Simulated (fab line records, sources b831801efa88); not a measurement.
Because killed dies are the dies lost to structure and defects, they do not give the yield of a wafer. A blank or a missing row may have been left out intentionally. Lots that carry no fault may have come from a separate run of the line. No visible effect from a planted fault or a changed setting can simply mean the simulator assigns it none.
fab line records	flow sky130
record: lots: 11	wafers: 33	lastDay: 50
route steps=708 shown SPACER@304 LOCAL_INTERCONNECT@398 VIA1@466
lots untouched by any fault: they come from a run of this same line in which no faults occurred
startH: the number of hours between the record's first day and the start of the first shown wafer of the lot	waitH: how many hours have passed since the lot's step before this one	" unchanged from the row above	L1.1+2: a row that stands for several wafers	- no value, or no start was given	* or withheld: withheld	< > ~ a bound
route shown NAME@n: NAME is a module with steps in the file, n the number in the route of the first one	usual: mean/standard deviation taken from wafers without a fault	same: alike in all rows	chamber/n: place in a boat	sites: each site's reading	_std_site: the standard deviation of these	_edge_site: the outer-site mean with the inner-site mean subtracted	radiusMm: how far each site lies from the wafer's centre	mask NAME#n: copy n	behind: the tool/chamber that last shaped the wafer	hold: why the lot was held/for how many hours/how that ended	device: whichever transistor did not switch (one of n, p or np)	end of line: tests run on the same wafers once the route is complete	a step given without rows: its recipe and nothing more	killed: not the wafer's yield, but the dies lost to structure and defects at the first sort	map: a wafer's dies, marking killed ones x, the rest . and places with no die _
set.NAME: the setting the step ran with; set.NAME@STEP: the setting that earlier step ran with	model.NAME: the simulator's own value behind a step, which no gauge read
a sample of lots followed through the steps of the route, with each step as a table and each wafer as a row
services: when a tool's chamber went out of use (startH, in hours from the record's first day, below 0 if earlier), for how many hours, and the reason
== steps ==
step: SKY_SPACER_CVD_00
recipe: material: Si3N4	precursor: DCS/NH3	targetThkNm: 43.1	tempC: 770	timeS: 740	pressureMtorr: 250
usual: pressureMtorr: 250.0/0.56	spikeTcTopC: 784.2/1.5	susceptorTempC: 770.0/0.33
same: timeS: 740
lot.wafer	tool	chamber	startH	waitH	pressureMtorr	spikeTcTopC	susceptorTempC
L594.1	lpcvd-02	0	527.91	0.0	250.2	786.9	770.1
L594.4	"	0	"	"	249.9	784.9	770.2
L594.6	"	0	"	"	250.2	787.7	770.4
L599.2	lpcvd-02	0	584.39	0.9	125.9	785.8	770.1
L599.4	"	0	"	"	125.4	786.1	769.7
L599.5	"	0	"	"	125.5	786.4	770.0
L600.1	lpcvd-02	1	591.06	0.0	124.6	783.2	769.5
L600.3	"	1	"	"	123.7	781.6	770.1
L600.6	"	1	"	"	125.0	781.7	769.5
L601.1	lpcvd-02	1	600.01	0.0	124.3	782.4	769.8
L601.4	"	1	"	"	125.6	782.5	770.3
L601.5	"	1	"	"	125.0	784.3	770.6
L608.1	lpcvd-02	0	666.95	0.9	249.7	782.0	770.6
L608.3	"	0	"	"	250.2	785.2	770.4
L608.5	"	0	"	"	249.5	785.9	770.3
L609.3	lpcvd-02	1	670.84	0.0	250.2	783.2	770.0
L609.5	"	1	"	"	249.8	784.7	770.1
L609.6	"	1	"	"	250.5	781.8	770.1
L611.2	lpcvd-02	1	679.79	1.3	250.3	783.7	770.2
L611.3	"	1	"	"	249.8	783.9	770.0
L611.6	"	1	"	"	249.4	784.5	769.7
L614.2	lpcvd-02	1	699.31	0.0	250.3	783.5	769.9
L614.4	"	1	"	"	250.1	781.3	769.9
L614.5	"	1	"	"	250.0	782.0	769.3
L613.1	lpcvd-02	1	701.56	0.7	250.2	783.5	770.4
L613.3	"	1	"	"	250.6	783.2	770.1
L613.4	"	1	"	"	250.2	784.4	770.1
L615.1	lpcvd-02	0	705.18	0.3	249.3	783.6	769.7
L615.2	"	0	"	"	250.7	785.1	769.9
L615.4	"	0	"	"	250.5	786.5	770.5
L616.1	lpcvd-02	0	728.52	0.7	249.8	785.2	770.2
L616.2	"	0	"	"	250.4	786.2	770.3
L616.3	"	0	"	"	249.5	784.4	770.0
step: SKY_SPACER_THK_MEAS_01
recipe: reads: Si3N4_of_SPACER_CVD_00
usual: SPACER_CVD_00_THK: 43.1/0.46
lot.wafer	tool	chamber	startH	waitH	SPACER_CVD_00_THK[nm]
L594.1	filmMetro-04	-	529.11	0.0	43.7
L594.4	"	-	"	"	43.5
L594.6	"	-	"	"	44.1
L599.2	filmMetro-04	-	585.61	0.0	35.4
L599.4	"	-	"	"	35.4
L599.5	"	-	"	"	35.5
L600.1	filmMetro-03	-	592.26	0.0	35.5
L600.3	"	-	"	"	35.4
L600.6	"	-	"	"	35.0
L601.1	filmMetro-02	-	601.22	0.0	35.2
L601.4	"	-	"	"	34.9
L601.5	"	-	"	"	35.0
L608.1	filmMetro-02	-	668.15	0.0	44.2
L608.3	"	-	"	"	44.4
L608.5	"	-	"	"	43.8
L609.3	filmMetro-03	-	672.07	0.0	43.0
L609.5	"	-	"	"	43.2
L609.6	"	-	"	"	43.0
L611.2	filmMetro-04	-	681.61	0.0	43.1
L611.3	"	-	"	"	43.2
L611.6	"	-	"	"	42.6
L614.2	filmMetro-02	-	700.52	0.0	42.6
L614.4	"	-	"	"	43.0
L614.5	"	-	"	"	42.8
L613.1	filmMetro-02	-	702.77	0.0	43.4
L613.3	"	-	"	"	43.1
L613.4	"	-	"	"	42.9
L615.1	filmMetro-02	-	706.38	0.0	42.6
L615.2	"	-	"	"	42.8
L615.4	"	-	"	"	42.9
L616.1	filmMetro-03	-	729.73	0.0	42.4
L616.2	"	-	"	"	42.7
L616.3	"	-	"	"	42.3
step: SKY_SPACER_ETCHBACK_02
recipe: chemistry: CH3F/O2	target: Si3N4	stopOn: SiO2	sourceW: 400	biasW: 80	pressureMtorr: 25	ch3fFlowSccm: 40	O2_flow_sccm: 30	timeS: 46.7	targetDepthA: 450
usual: drypumpMotorCurrentA: 5.8/0.37	oesProductAu: 0.855/0.0075	throttleValvePct: 10.562/0.0096
same: timeS: 46.7
lot.wafer	tool	chamber	startH	waitH	drypumpMotorCurrentA	oesProductAu	rfHoursCounterH	throttleValvePct
L594.1	rieDiel-01	3	529.17	0.1	5.4	0.867	1	10.562
L594.4	"	1	"	"	5.8	0.858	8	10.565
L594.6	"	1	"	"	5.8	0.867	-	10.567
L599.2	rieDiel-03	0	585.66	0.0	5.9	0.759	67	10.539
L599.4	"	2	"	"	6.3	0.773	11	10.554
L599.5	"	1	"	"	5.6	0.766	-	10.548
L600.1	rieDiel-01	1	592.32	0.1	5.7	0.776	9	10.549
L600.3	"	2	"	"	6.0	0.772	2	10.549
L600.6	"	2	"	"	6.0	0.765	-	10.563
L601.1	rieDiel-04	2	601.28	0.1	5.8	0.768	12	10.535
L601.4	"	0	"	"	6.3	0.765	0	10.537
L601.5	"	0	"	"	6.3	0.767	-	10.556
L608.1	rieDiel-04	0	668.21	0.1	6.4	0.872	1	10.558
L608.3	"	1	"	"	5.4	0.866	6	10.573
L608.5	"	0	"	"	6.3	0.866	-	10.558
L609.3	rieDiel-01	1	672.11	0.0	5.7	0.858	10	10.567
L609.5	"	0	"	"	5.5	0.858	-	10.556
L609.6	"	1	"	"	5.8	0.850	-	10.556
L611.2	rieDiel-03	0	681.66	0.0	5.9	0.850	1	10.567
L611.3	"	1	"	"	5.5	0.857	21	10.558
L611.6	"	1	"	"	5.5	0.846	-	10.561
L614.2	rieDiel-04	3	700.57	0.0	5.6	0.848	56	10.570
L614.4	"	0	"	"	6.3	0.859	2	10.572
L614.5	"	2	"	"	5.9	0.856	-	10.561
L613.1	rieDiel-04	2	702.83	0.1	5.8	0.858	15	10.550
L613.3	"	1	"	"	5.4	0.849	7	10.566
L613.4	"	2	"	"	5.8	0.848	-	10.561
L615.1	rieDiel-04	1	706.44	0.1	5.4	0.849	7	10.552
L615.2	"	2	"	"	5.9	0.851	15	10.545
L615.4	"	1	"	"	5.4	0.852	-	10.566
L616.1	rieDiel-04	0	729.79	0.1	6.3	0.848	3	10.571
L616.2	"	3	"	"	5.6	0.844	0	10.545
L616.3	"	1	"	"	5.4	0.845	8	10.566
step: SKY_LOCAL_INTERCONNECT_CD_MEAS_11
recipe: targetCdNm: 170
usual: cdNm: 170.2/1.5
lot.wafer	tool	chamber	startH	waitH	cdNm
L594.1	cdSem-01	-	707.14	-	170.9
L594.4	"	-	"	"	171.9
L594.6	"	-	"	"	169.6
L599.2	cdSem-02	-	760.43	-	168.9
L599.4	"	-	"	"	169.9
L599.5	"	-	"	"	169.5
L600.1	cdSem-02	-	764.31	-	171.9
L600.3	"	-	"	"	171.0
L600.6	"	-	"	"	169.5
L601.1	cdSem-01	-	773.10	-	172.5
L601.4	"	-	"	"	172.6
L601.5	"	-	"	"	173.7
L608.1	cdSem-02	-	835.70	-	170.0
L608.3	"	-	"	"	171.3
L608.5	"	-	"	"	170.5
L609.3	cdSem-02	-	838.69	-	168.8
L609.5	"	-	"	"	168.2
L609.6	"	-	"	"	168.7
L611.2	cdSem-02	-	847.72	-	168.5
L611.3	"	-	"	"	168.2
L611.6	"	-	"	"	168.8
L614.2	cdSem-02	-	863.52	-	172.3
L614.4	"	-	"	"	172.5
L614.5	"	-	"	"	173.3
L613.1	cdSem-01	-	868.40	-	172.0
L613.3	"	-	"	"	170.8
L613.4	"	-	"	"	171.6
L615.1	cdSem-02	-	870.95	-	167.3
L615.2	"	-	"	"	166.3
L615.4	"	-	"	"	166.4
L616.1	cdSem-02	-	891.20	-	171.5
L616.2	"	-	"	"	170.4
L616.3	"	-	"	"	171.6
step: SKY_VIA1_SOFTBAKE_08
recipe: tempC: 100	timeS: 91.68	resist: KrF-thick
usual: exhaustPa: 45.1/0.77	plateSensorTCentreC: 100.88/0.01	plateSensorTEdgeC: 100.95/0.0094
same: timeS: 91.68
lot.wafer	tool	chamber	startH	waitH	exhaustPa	plateSensorTCentreC	plateSensorTEdgeC
L594.1	lithoTrack-03	0	-	-	45.5	100.90	100.95
L594.4	"	0	"	"	44.6	100.87	100.95
L594.6	"	0	"	"	44.8	100.87	100.98
L599.2	lithoTrack-04	0	-	-	44.5	100.87	100.95
L599.4	"	0	"	"	45.8	100.88	100.94
L599.5	"	0	"	"	45.9	100.88	100.96
L600.1	lithoTrack-04	0	-	-	45.1	100.87	100.96
L600.3	"	0	"	"	44.8	100.90	100.96
L600.6	"	0	"	"	45.1	100.89	100.97
L601.1	lithoTrack-04	0	-	-	45.6	100.89	100.97
L601.4	"	0	"	"	44.9	100.87	100.95
L601.5	"	0	"	"	44.0	100.88	100.94
L608.1	lithoTrack-02	0	-	-	44.5	100.88	100.96
L608.3	"	0	"	"	45.5	100.87	100.93
L608.5	"	0	"	"	45.0	100.89	100.97
L609.3	lithoTrack-02	0	-	-	45.9	100.89	100.95
L609.5	"	0	"	"	45.7	100.87	100.96
L609.6	"	0	"	"	44.9	100.88	100.95
L611.2	lithoTrack-04	0	-	-	45.0	100.85	100.95
L611.3	"	0	"	"	43.0	100.88	100.95
L611.6	"	0	"	"	43.6	100.87	100.96
L614.2	lithoTrack-04	0	-	-	44.2	100.86	100.94
L614.4	"	0	"	"	46.0	100.89	100.96
L614.5	"	0	"	"	45.8	100.89	100.95
L613.1	lithoTrack-02	0	-	-	45.3	100.88	100.95
L613.3	"	0	"	"	44.8	100.88	100.96
L613.4	"	0	"	"	45.5	100.89	100.95
L615.1	lithoTrack-03	0	-	-	45.7	100.89	100.96
L615.2	"	0	"	"	45.5	100.89	100.97
L615.4	"	0	"	"	44.9	100.87	100.94
L616.1	lithoTrack-02	0	-	-	45.1	100.88	100.96
L616.2	"	0	"	"	45.7	100.86	100.96
L616.3	"	0	"	"	43.9	100.86	100.96
step: SKY_VIA1_CD_MEAS_12
recipe: targetCdNm: 150
usual: cdNm: 150.2/1.7
lot.wafer	tool	chamber	startH	waitH	cdNm
L594.1	cdSem-01	-	792.85	-	148.9
L594.4	"	-	"	"	150.8
L594.6	"	-	"	"	148.7
L599.2	cdSem-02	-	846.27	-	149.7
L599.4	"	-	"	"	150.2
L599.5	"	-	"	"	149.4
L600.1	cdSem-02	-	849.15	-	150.9
L600.3	"	-	"	"	150.4
L600.6	"	-	"	"	152.2
L601.1	cdSem-02	-	857.70	-	150.8
L601.4	"	-	"	"	150.4
L601.5	"	-	"	"	150.2
L608.1	cdSem-01	-	915.70	-	152.1
L608.3	"	-	"	"	151.7
L608.5	"	-	"	"	150.6
L609.3	cdSem-02	-	921.00	-	150.4
L609.5	"	-	"	"	150.9
L609.6	"	-	"	"	152.2
L611.2	cdSem-02	-	928.54	-	147.3
L611.3	"	-	"	"	147.1
L611.6	"	-	"	"	147.5
L614.2	cdSem-01	-	941.42	-	151.2
L614.4	"	-	"	"	152.3
L614.5	"	-	"	"	151.5
L613.1	cdSem-01	-	947.45	-	153.5
L613.3	"	-	"	"	151.7
L613.4	"	-	"	"	152.0
L615.1	cdSem-01	-	950.76	-	150.2
L615.2	"	-	"	"	151.6
L615.4	"	-	"	"	150.9
L616.1	cdSem-01	-	970.05	-	151.3
L616.2	"	-	"	"	150.3
L616.3	"	-	"	"	151.1
== services ==
tool	chamber	startH	hours	kind
lpcvd-02	-	545.20	0.8	repair
rieDiel-04	0	578.15	-	clean
rieDiel-04	0	578.15	22.0	scheduledDown
rieDiel-04	0	578.15	22.0	ventCycle
rieDiel-01	0	588.44	-	clean
rieDiel-01	0	588.44	26.9	scheduledDown
lpcvd-02	-	588.92	0.7	repair
rieDiel-01	2	664.67	3.1	repair
rieDiel-03	-	668.60	0.8	repair
rieDiel-01	2	670.30	10.7	repair
rieDiel-03	-	672.44	2.8	pm
rieDiel-03	0	687.22	4.3	repair
rieDiel-04	3	701.74	-	clean
rieDiel-04	3	701.74	20.2	scheduledDown
rieDiel-04	3	701.74	20.2	ventCycle
rieDiel-01	3	745.44	3.8	repair
rieDiel-01	1	781.26	4.7	repair
rieDiel-04	2	863.49	8.6	repair
rieDiel-01	1	878.10	1.7	repair
rieDiel-04	0	882.02	5.0	repair
rieDiel-04	1	886.93	14.7	repair
rieDiel-03	1	890.19	7.6	repair
rieDiel-03	2	898.96	46.7	repair
rieDiel-01	1	939.36	1.3	repair
== key ==
firstSign: step: SKY_SPACER_CVD_00	reading: pressureMtorr	direction: down	sigmas: 99+	usual: 250.0	struck: 125.0
effect: step: SKY_SPACER_THK_MEAS_01	reading: SPACER_CVD_00_THK	direction: down	sigmas: 17	usual: 43.1	struck: 35.3
effect: step: SKY_SPACER_ETCHBACK_02	reading: oesProductAu	direction: down	sigmas: 12	usual: 0.855	struck: 0.768
metAt SKY_SPACER_CVD_00
struckLots L599,L600,L601
testerLeftOut L599,L600,L601
notActingAt SKY_LOCAL_INTERCONNECT_CD_MEAS_11,SKY_VIA1_SOFTBAKE_08,SKY_VIA1_CD_MEAS_12
onsetBetween 527.91 584.39
fault: kind: processParameterDrift	tool: lpcvd-02	chamber: -	onsetH: 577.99	steps: SKY_SPACER_CVD_00	channel: pressureMtorr	offset: -125	shape: step	endH: 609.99	actsIn: theseRecipesOnly	stated: 250
testerLeftOut: of these lots the tester's yield and bins aren't shown, on N5 and GAA mostly nor the transistor test; their killed dies are dies lost to structure and defects alone, not to doping, threshold or leakage, so they don't give the yield
